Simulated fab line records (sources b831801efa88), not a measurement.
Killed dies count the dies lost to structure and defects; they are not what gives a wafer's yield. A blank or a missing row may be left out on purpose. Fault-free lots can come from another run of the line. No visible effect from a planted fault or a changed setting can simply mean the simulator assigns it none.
A lot that was struck, set against a sound lot -- flow sky130 -- 14 steps out of a route of 708
Sound: the wafers L284.1, L284.3, L284.5. Struck: wafers L297.1, L297.2, L297.6. The cause is named last.
For every step that has rows: the tool of each side, followed by ch and its chambers, followed by its first start. Under that, the readings that differ: sound wafers -- struck wafers -- difference of the means -- sigmas: that difference in standard deviations of wafers without a fault.
alike: a reading whose means differ by less than 2 such deviations, as well as words and numbers matching on both sides. not compared: withheld readings; readings where some wafer has no value; bounds like >300 that might hide an equal value; numbers whose values overlap and for which the record gives no deviation.
Wherever a step has rows on one side only, a row that says differs or no value, or a row with sigmas, the two part there. Numbers that don't overlap but have no deviation are shown without sigmas and don't part them. A reading that every wafer of one side lacks parts them only if that side has two wafers or more.

first, 3 steps without rows for these wafers: SKY_POLY_CUT_EXPOSE_05 (exposes mask NPCM, target cd 270 nm); SKY_POLY_CUT_PEB_06; SKY_POLY_CUT_DEVELOP_07 (develop time 60 s).
SKY_POLY_CUT_CD_MEAS_08 targets a cd of 270 nm.
  struck on cd_sem-01, day 29 11:32; sound on cd_sem-02, day 24 23:27
  alike: cd_nm
SKY_POLY_CUT_OVL_MEAS_09:
  struck on overlay-01, day 29 11:39; sound on overlay-02, day 24 23:34
reading,sound,struck,difference,sigmas
POLY_CUT_OVL (nm),-9 -7 -10,8 6 3,+14,+2
SKY_POLY_CUT_ETCH_10: etches BARC in N2/H2, stops on SiO2, time 45.9 s, target depth 60 nm.
  sound on rie_diel-02 ch 0,3, day 24 23:37; struck on rie_diel-03 ch 0,1,2, day 29 11:41
  alike: drypump_motor_current_A, oes_product_au, throttle_valve_pct
  not compared: rf_hours_counter_h
SKY_POLY_CUT_ETCH_11: etches Si3N4 in CF4/CH2F2/Ar, stops on poly-Si, time 42.5 s, target depth 60 nm.
  sound on rie_diel-02 ch 0,3, day 24 23:39; struck on rie_diel-03 ch 0,1,2, day 29 11:44
  alike: drypump_motor_current_A, oes_product_au, throttle_valve_pct
  not compared: rf_hours_counter_h
SKY_POLY_CUT_STRIP_12: strips in O2/N2.
  sound on plasma_asher-04 ch 0, day 24 23:41; struck on plasma_asher-04 ch 0,1, day 29 11:46
reading,sound,struck,difference,sigmas
drypump_motor_current_A (A),6.2 6.2 6.2,4.8 6.2 4.8,-0.9,-2
  alike: oes_product_au, strip_time_to_endpoint_s
  not compared: rf_hours_counter_h
then, 4 steps without rows for these wafers: SKY_SD_P_DEHYDRATE_00 (time 60 s); SKY_SD_P_HMDS_01 (prime time 60 s); SKY_SD_P_COAT_02 (resist thk 1140 nm); SKY_SD_P_SOFTBAKE_03 (time 60 s).
SKY_SD_P_EXPOSE_04: exposes mask PSDM, target cd 380 nm.
  struck on iline_stepper-02, day 30 01:35; sound on iline_stepper-01 ch 0, day 25 14:24
  no value came back on the struck wafers for exposure_dose_mJ_cm2, focus_offset_nm (nm); on the sound wafers exposure_dose_mJ_cm2 reads 138.08 138.10 138.01
  alike: mask
after that, 1 step had no rows for these wafers: SKY_SD_P_PEB_05.

WHERE THEY PART
At SKY_POLY_CUT_OVL_MEAS_09 first; at SKY_SD_P_EXPOSE_04 last (within this record only).

WHY: what had been put in by the simulator
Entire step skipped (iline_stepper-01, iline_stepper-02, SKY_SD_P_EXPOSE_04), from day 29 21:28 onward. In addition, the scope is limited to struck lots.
